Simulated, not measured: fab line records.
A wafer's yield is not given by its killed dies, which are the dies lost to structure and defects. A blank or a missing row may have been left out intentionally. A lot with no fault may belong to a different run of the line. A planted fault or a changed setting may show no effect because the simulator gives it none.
The same fault as seen by 2 desks | flow sky130 | each desk holds nothing but its own numbers, with what lay behind them at the end

== FROM THE METROLOGY DESK ==
Lot by lot, what the gauges showed, no matter which tool ran the lot: averages of those sampled wafers that carry a number. The brackets show how far a lot's mean lies from the usual mean; more than 4 standard deviations puts the lot out of limits, marked OUT.
Columns: A = FIELD_ISO_CVD_24_THK at SKY_FIELD_ISO_THK_MEAS_25, usual 592 nm; B = VT_ADJUST_HVTP_TW at SKY_VT_ADJUST_HVTP_TW_MEAS_11, usual 1364; C = cd_nm at SKY_VT_ADJUST_NCORE_CD_MEAS_07, usual 379.6 nm; D = cd_nm at SKY_POLY_CUT_CD_MEAS_08, usual 270.0 nm
lot  | first seen here | A   | B              | C     | D
L423 | day 2 05:50     | 595 | 1369           | 377.5 | 268.3
L424 | day 2 12:34     | 593 | 1347           | 379.2 | 271.1
L425 | day 2 19:03     | 595 | 1381           | 380.9 | 267.1
L427 | day 3 04:59     | 590 | 1387           | 380.6 | 271.3
L429 | day 3 12:52     | 595 | 1385           | 378.7 | 272.0
L433 | day 4 10:06     | 601 | 1361           | 376.1 | 270.7
L434 | day 4 18:13     | 581 | 1359           | 377.7 | 269.7
L435 | day 4 23:59     | 594 | 1350           | 381.0 | 270.4
L436 | day 5 04:50     | 584 | 1361           | 377.3 | 268.1
L437 | day 5 08:11     | 594 | 1376           | 376.4 | 270.2
L443 | day 6 15:44     | 592 | 1148 (-17) OUT | 379.5 | 270.1
L444 | day 6 21:20     | 592 | 1154 (-16) OUT | 379.3 | 269.1
L446 | day 7 06:59     | 588 | 1354           | 379.2 | 271.0
This desk reports L443, L444 out of limits; the earliest was L443 at day 11 08:37 (VT_ADJUST_HVTP_TW at SKY_VT_ADJUST_HVTP_TW_MEAS_11). Within limits: L423, L424, L425, L427, L429, L433, L434, L435, L436, L437, L446.

== AT THE TOOL OWNER'S DESK: implanter-04 ==
The tool's own readings at SKY_VT_ADJUST_HVTP_IMPLANT_09: means of the sampled wafers that have a number, for each lot that ran on this tool. The brackets show how far a lot's mean lies from the usual mean; more than 4 standard deviations puts the lot out of limits, marked OUT.
Columns: A = dose_ions_cm2 at SKY_VT_ADJUST_HVTP_IMPLANT_09, usual 4.3e+12; B = faraday_current_uA at SKY_VT_ADJUST_HVTP_IMPLANT_09, usual 24.3
lot  | first seen here | A                         | B
L423 | day 5 23:09     | 4.3e+12                   | 24.5
L435 | day 9 07:56     | 4.3e+12                   | 23.8
L443 | day 11 08:23    | 2.6e+12 (-99 or more) OUT | 14.6 (-19) OUT
L444 | day 11 12:52    | 2.6e+12 (-99 or more) OUT | 14.5 (-19) OUT
Finding of this desk: L443, L444 out of limits; the first was L443 at day 11 08:23, on dose_ions_cm2 at SKY_VT_ADJUST_HVTP_IMPLANT_09. Within limits: L423, L435.

== TAKEN TOGETHER ==
On L443, L444, at day 11 08:23, an alarm was possible from the tool owner's desk.
The metrology desk could have raised an alarm at day 11 08:37, on L443, L444.
All the named lots went through SKY_VT_ADJUST_HVTP_IMPLANT_09 on implanter-04.

== WHAT THE SIMULATOR HAD INSERTED ==
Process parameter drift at SKY_VT_ADJUST_HVTP_IMPLANT_09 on implanter-04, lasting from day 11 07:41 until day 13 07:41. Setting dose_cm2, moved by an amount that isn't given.
Struck lots among those shown: L443, L444.
Hours from the fault's start to each desk's first reading out of limits: the tool owner's desk, 1; the metrology desk, 1.
